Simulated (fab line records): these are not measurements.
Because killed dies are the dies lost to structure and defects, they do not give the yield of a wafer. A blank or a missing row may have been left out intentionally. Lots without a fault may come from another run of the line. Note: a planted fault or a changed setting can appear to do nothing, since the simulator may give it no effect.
Matching of chambers    flow gf180mcu    GF_V5_CMP_26 on cmp-02: 4 sister chambers
The step polishes, stops on SiO2, t overpolish 15 s, target thk 0 nm. 8 wafers are shown with their chamber, then 9 later ones without.

== EACH WAFER AND ITS CHAMBER ==
wafer   chamber  motorCurrentA (A)  timeToEndpointS (s)
L266.5  1        14.2               83
L269.3  0        13.3               88
L270.1  1        14.1               79
L270.3  3        13.3               85
L270.4  2        10.4               91
L274.1  2        11.3               93
L274.2  3        13.3               86
L274.4  0        13.0               91

== WAFERS WITH NO CHAMBER GIVEN ==
wafer   motorCurrentA (A)  timeToEndpointS (s)
L277.1  13.2               76
L277.3  10.8               87
L277.5  10.1               90
L281.1  13.2               88
L281.4  10.8               91
L281.5  13.4               79
L282.4  10.6               94
L282.5  12.6               86
L282.6  13.1               90

== WHICH CHAMBER EACH ONE RAN IN ==
wafer    from the rows above       in truth
L277.1   can't be placed: 1 or 3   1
L277.3   2                         2
L277.5   2                         2
L281.1   can't be placed: 0 or 3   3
L281.4   2                         2
L281.5   can't be placed: 1 or 3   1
L282.4   2                         2
L282.5   can't be placed: 3 or 0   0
L282.6   0                         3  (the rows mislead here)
Correctly placed: 4 of 9. Not placeable from these rows: 4 (in 4, the candidates include the true chamber). Number placed wrongly: 1.
How it was worked out, from the rows above alone: a wafer's distance from a chamber is the root of the sum, over the readings, of the square of ((its reading less the chamber's mean) divided by the reading's scatter). If the next closest chamber is less than 2 further off than the closest, the wafer can't be placed; otherwise it belongs to the closest. For every chamber, the mean is computed from those of its wafers that are shown. The scatter: the root of (the sum of the squares of (reading less its chamber's mean) over the shown wafers, divided by (wafers less chambers)).
